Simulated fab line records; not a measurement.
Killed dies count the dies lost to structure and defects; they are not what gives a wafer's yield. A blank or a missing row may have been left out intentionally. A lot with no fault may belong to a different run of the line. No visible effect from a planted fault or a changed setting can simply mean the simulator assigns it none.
One fault seen from 2 desks | flow sky130 | each desk has only its own numbers; what lay behind them comes last

== METROLOGY DESK ==
Means of the sampled wafers that have a number, per lot and without regard to the tool the lot ran on: this is what the gauges read. If a lot's mean is further than 4 standard deviations from the usual mean, the lot is out of limits and carries the mark OUT (the distance appears in the brackets).
Columns: A = cdNm at SKY_METAL4_CD_MEAS_13, usual 299.6 nm
lot  | first seen here | A
L247 | day 42 12:05    | 298.5
L248 | day 42 19:58    | 301.1
L251 | day 43 09:14    | 300.5
L252 | day 43 13:27    | 298.4
L254 | day 44 12:24    | 298.4
L255 | day 44 13:44    | 299.1
L256 | day 44 16:17    | 299.8
L259 | day 45 04:00    | 297.9
L265 | day 46 16:28    | 299.5
L267 | day 47 03:14    | 299.8
L269 | day 47 19:40    | 302.2
This desk's verdict: no lot among the 11 shows anything out of limits.

== AT THE TOOL OWNER'S DESK: rieMetal-02 ==
The tool's own readings at SKY_METAL4_ETCH_16 (etches BARC in N2/H2, stops on SiO2, time 88.2 s, target depth 60 nm): means of the sampled wafers that have a number, for each lot that ran on this tool. If a lot's mean is further than 4 standard deviations from the usual mean, the lot is out of limits and carries the mark OUT (the distance appears in the brackets).
Columns: A = biasW at SKY_METAL4_ETCH_16, usual 100.01 W; B = drypumpMotorCurrentA at SKY_METAL4_ETCH_16, usual 5.8 A; C = n2FlowSccm at SKY_METAL4_ETCH_16, usual 100.05 sccm; D = oesProductAu at SKY_METAL4_ETCH_16, usual 0.626 a.u.; E = runLengthS at SKY_METAL4_ETCH_16, usual 116.7 s; F = throttleValvePct at SKY_METAL4_ETCH_16, usual 13.205 %
lot  | first seen here | A      | B   | C      | D                | E               | F
L248 | day 42 20:08    | 100.14 | 6.1 | 100.12 | 0.628            | 116.5           | 13.206
L252 | day 43 13:38    | 100.22 | 6.1 | 99.75  | 0.626            | 116.4           | 13.204
L254 | day 44 12:35    | 100.11 | 6.0 | 100.02 | 0.627            | 116.9           | 13.207
L265 | day 46 16:38    | 99.45  | 6.0 | 100.03 | 0.649 (+4.9) OUT | 112.2 (-10) OUT | 13.204
L267 | day 47 03:28    | 100.17 | 6.3 | 99.71  | 0.619            | 116.2           | 13.209
This desk's verdict: out of limits on L265, starting with L265 at day 46 16:38 (oesProductAu at SKY_METAL4_ETCH_16). L248, L252, L254, L267 stayed within limits.

== BROUGHT TOGETHER ==
The tool owner's desk had the chance to raise an alarm at day 46 16:38 on L265.
At the metrology desk, nothing out of limits was observed.
The metrology desk holds a record of L265, inside its limits.
Every lot named ran SKY_METAL4_ETCH_16 on rieMetal-02.

== WHAT THE SIMULATOR HAD INSERTED ==
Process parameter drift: rieMetal-02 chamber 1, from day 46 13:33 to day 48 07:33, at SKY_METAL4_ETCH_16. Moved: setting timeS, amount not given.
Shown lots that were struck: L265.
Each desk's first reading out of limits, in hours after the fault started: the tool owner's desk, 3.
